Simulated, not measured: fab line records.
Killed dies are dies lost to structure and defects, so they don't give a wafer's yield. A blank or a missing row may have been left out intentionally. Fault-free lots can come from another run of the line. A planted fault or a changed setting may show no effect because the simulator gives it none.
Struck lot and sound lot, side by side || flow sky130 || 35 steps out of a route of 708
Sound: the wafers L460.2, L460.4, L460.5. Struck: wafer L449.2 (left out: L449.1, L449.6 of the same lot, which were not struck); the cause appears at the end.
At each step with rows: each side's tool, then ch and its chambers, then its first start. Under that, the readings that differ: sound wafers || struck wafers || difference of the means || sigmas: that difference in standard deviations of wafers without a fault.
alike: same words and numbers on both sides, and readings whose means sit less than 2 such deviations apart. not compared: any withheld reading, any reading some wafer has no value for, any bound like >300 that may hide the same value, and any number with overlapping values for which the record gives no deviation.
The two part at a step that has a row with sigmas, a row that says differs or no value, or rows on one side only. Numbers that have no deviation but don't overlap get no sigmas and don't part them. A reading missing from all wafers of one side parts the sides only when that side holds two or more wafers.

first, 9 steps without rows for these wafers: SKY_METAL3_DESCUM_15 (chemistry O2, time 8 s); SKY_METAL3_ETCH_16 (etches BARC in N2/H2, stops on SiO2, time 88.2 s, target depth 60 nm); SKY_METAL3_ETCH_17 (etches SiO2 in C4F8/O2/Ar, stops on TiN, time 3.9 s, target depth 15 nm); SKY_METAL3_METAL_ETCH_18 (etches the open film in Cl2/BCl3, stops on SiO2, target depth 845 nm, time 183.1 s); SKY_METAL3_STRIP_19 (strips in O2/N2); SKY_METAL3_STRIP_20 (strips in post etch residue remover, time 1200 s); SKY_METAL3_CLEAN_21 (cleans in IPA, time 180 s); SKY_METAL3_CLEAN_22 (cleans in O3/DIW); SKY_VIA3_HDPCVD_00 (deposits SiO2, target thk 1635 nm, time 272.5 s).
SKY_VIA3_CMP_02: polishes SiO2.
  sound on cmp-02 ch 0,1,2, day 46 00:25; struck on cmp-01 ch 3, day 42 04:58
{"reading": "model.SiO2_of_VIA3_HDPCVD_00.thk nm (nm)", "sound": "464.2 463.6 465.6", "struck": 431.8, "difference": -32.7, "sigmas": ""}
  alike: motor current A, retaining ring pressure frac
then, 9 steps without rows for these wafers: SKY_VIA3_DEHYDRATE_04 (time 60 s); SKY_VIA3_HMDS_05 (prime time 60 s); SKY_VIA3_COAT_06 (resist thk 60 nm); SKY_VIA3_COAT_07 (resist thk 450 nm); SKY_VIA3_SOFTBAKE_08 (time 90 s); SKY_VIA3_EXPOSE_09 (exposes mask VIM3, target cd 200 nm); SKY_VIA3_PEB_10; SKY_VIA3_DEVELOP_11 (develop time 60 s); SKY_VIA3_ETCH_14 (etches BARC in N2/H2, stops on SiO2, time 45.9 s, target depth 60 nm).
SKY_VIA3_ETCH_15: etches SiO2 in C4F8/O2/Ar, stops on TiN, target depth 507 nm, time 78 s.
  sound on rie diel-01 ch 0,2, day 46 20:54; struck on rie diel-04 ch 1, day 43 04:00
{"reading": "oes product au (a.u.)", "sound": "0.940 0.941 0.944", "struck": 0.919, "difference": -0.023, "sigmas": -4}
{"reading": "model.etch.depth nm (nm)", "sound": "464.2 463.6 465.6", "struck": 431.8, "difference": -32.7, "sigmas": ""}
{"reading": "model.VIA3.feature depth nm (nm)", "sound": "464.2 463.6 465.6", "struck": 431.8, "difference": -32.7, "sigmas": ""}
  alike: bias w
  not compared: rf hours counter h
then, 13 steps without rows for these wafers: SKY_VIA3_STRIP_16 (strips in O2/N2); SKY_VIA3_STRIP_17 (strips in post etch residue remover, time 1200 s); SKY_VIA3_CLEAN_18 (cleans in IPA, time 180 s); SKY_VIA3_CLEAN_19 (cleans in O3/DIW); SKY_VIA3_SPUTTER_20 (material TiN, target thk 20 nm, time 80 s); SKY_VIA3_CVD_21 (deposits W, target thk 390 nm, time 117.31 s); SKY_VIA3_CMP_24 (polishes, stops on SiO2, t overpolish 20 s, target thk 0 nm); SKY_METAL4_SPUTTER_00 (material Ti, target thk 15 nm, time 10 s); SKY_METAL4_SPUTTER_01 (material TiN, target thk 20 nm, time 16.7 s); SKY_METAL4_SPUTTER_02 (material AlCu, target thk 735 nm, time 39.1 s); SKY_METAL4_SPUTTER_03 (material Ti, target thk 5 nm, time 3.3 s); SKY_METAL4_SPUTTER_04 (material TiN, target thk 70 nm, time 58.3 s); SKY_CAP2M_CVD_00 (deposits SiO2, target thk 15.5 nm).
SKY_METAL4_METAL_ETCH_18: etches the open film in Cl2/BCl3, stops on SiO2, target depth 845 nm, time 183.1 s.
  sound on rie metal-03 ch 0,1, day 48 14:07; struck on rie metal-03 ch 1, day 45 02:49
{"reading": "model.SiO2_of_VIA3_HDPCVD_00.thk nm (nm)", "sound": "435 434.4 435.8", "struck": 403, "difference": -32, "sigmas": ""}
  alike: bias w, drypump motor current A, mfc cl2 sccm, oes product au, throttle valve pct
  not compared: rf hours counter h
after that, 1 step had no rows for these wafers: SKY_PAD_OPEN_PROBE_99.

## WHERE THEY PART
Only at SKY_VIA3_ETCH_15, as far as this record shows. Later steps at which nothing parts them and some readings are alike: SKY_METAL4_METAL_ETCH_18.

WHY: what had been put in by the simulator
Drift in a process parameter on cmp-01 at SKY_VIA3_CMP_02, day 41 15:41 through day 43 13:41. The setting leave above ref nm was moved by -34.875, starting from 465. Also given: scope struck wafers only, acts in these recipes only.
